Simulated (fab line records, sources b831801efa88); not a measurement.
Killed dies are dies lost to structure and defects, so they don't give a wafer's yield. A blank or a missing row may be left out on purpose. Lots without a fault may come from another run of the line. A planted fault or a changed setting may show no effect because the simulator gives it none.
A struck lot beside a sound one | flow sky130 | 15 steps out of a route of 708
Sound: wafers L112.4, L112.5, L112.6. Struck: wafer L121.3. (L121.1 of the same lot was not struck and is left out.) The cause comes at the end.
At each step with rows: each side's tool, then ch and its chambers, then its first start. Under that, the readings that differ: sound wafers | struck wafers | difference of the means | sigmas: that difference in standard deviations of wafers without a fault.
alike: readings whose means differ by less than 2 such deviations, and words and numbers that are the same on both sides. not compared: withheld readings, readings that some wafer has no value for, bounds like >300 that may hide the same value, and numbers for which the record gives no deviation and whose values overlap.
The two part at a step that has a row with sigmas, a row that says differs or no value, or rows on one side only. Numbers that don't overlap but have no deviation are shown without sigmas and don't part them. A reading that every wafer of one side lacks parts them only if that side has two wafers or more.

first, 8 steps without rows for these wafers: SKY_POLY_GATE_DEHYDRATE_05 (time 60 s); SKY_POLY_GATE_HMDS_06 (prime time 60 s); SKY_POLY_GATE_COAT_07 (resist thk 110 nm); SKY_POLY_GATE_COAT_08 (resist thk 450 nm); SKY_POLY_GATE_SOFTBAKE_09 (time 90 s); SKY_POLY_GATE_EXPOSE_10 (exposes mask P1M, target cd 150 nm); SKY_POLY_GATE_PEB_11; SKY_POLY_GATE_DEVELOP_12 (develop time 60 s).
SKY_POLY_GATE_CD_MEAS_13: target cd 150 nm.
  sound on cd_sem-02, day 19 01:28; struck on cd_sem-01, day 22 06:16
  alike: cd_nm
SKY_POLY_GATE_OVL_MEAS_14:
  sound on overlay-02, day 19 01:33; struck on overlay-02, day 22 06:23
  alike: POLY_GATE_OVL
SKY_POLY_GATE_ETCH_15: etches BARC in N2/H2, stops on SiO2, time 118.5 s, target depth 110 nm.
  sound on rie_diel-03 ch 0,1, day 19 01:34; struck on rie_diel-03 ch 3, day 22 06:25
  reading               | sound             | struck | difference | sigmas
  oes_product_au (a.u.) | 0.725 0.721 0.719 | 0.710  | -0.012     | -3
  alike: drypump_motor_current_A, throttle_valve_pct
  not compared: rf_hours_counter_h
SKY_POLY_GATE_ETCH_16: etches Si3N4 in CH3F/O2, stops on poly-Si, time 147.5 s, target depth 75 nm.
  sound on rie_diel-03 ch 0,1, day 19 01:39; struck on rie_diel-03 ch 3, day 22 06:31
  reading               | sound             | struck | difference | sigmas
  oes_product_au (a.u.) | 0.648 0.640 0.634 | 0.652  | +0.011     | +2
  alike: drypump_motor_current_A, throttle_valve_pct
  not compared: rf_hours_counter_h
SKY_POLY_GATE_ETCH_17: etches poly-Si in HBr/Cl2, stops on SiO2, target depth 180 nm, time 70.5 s.
  sound on rie_si-02 ch 0,1,3, day 19 01:45; struck on rie_si-02 ch 3, day 22 06:36
  reading                                          | sound             | struck | difference | sigmas
  oes_product_au (a.u.)                            | 0.976 0.983 0.983 | 0.703  | -0.278     | -38
  model.etch.depth_nm (nm)                         | 177.3 178.4 177.5 | 103.2  | -74.5      |
  model.POLY_GATE.feature_depth_nm (nm)            | 177.3 178.4 177.5 | 103.2  | -74.5      |
  model.KrF-thick_of_POLY_GATE_COAT_08.thk_nm (nm) | 134.8 138.4 134.5 | 184.3  | +48.4      |
  alike: drypump_motor_current_A, throttle_valve_pct
  not compared: rf_hours_counter_h
SKY_POLY_GATE_STRIP_18: strips in O2/N2.
  sound on plasma_asher-02 ch 0,1, day 19 01:50; struck on plasma_asher-04 ch 0, day 22 06:40
  reading                      | sound             | struck | difference | sigmas
  oes_product_au (a.u.)        | 0.356 0.369 0.352 | 0.378  | +0.019     | +4
  strip_time_to_endpoint_s (s) | 3.11 3.16 3.09    | 3.65   | +0.53      | +10
  alike: drypump_motor_current_A
  not compared: rf_hours_counter_h
then, 1 step without rows for these wafers: SKY_POLY_GATE_CLEAN_19 (cleans in SC1/SC2, time 150 s).

WHERE THEY PART
First at SKY_POLY_GATE_ETCH_15; last, within this record, at SKY_POLY_GATE_STRIP_18.

WHY: what the simulator had put in
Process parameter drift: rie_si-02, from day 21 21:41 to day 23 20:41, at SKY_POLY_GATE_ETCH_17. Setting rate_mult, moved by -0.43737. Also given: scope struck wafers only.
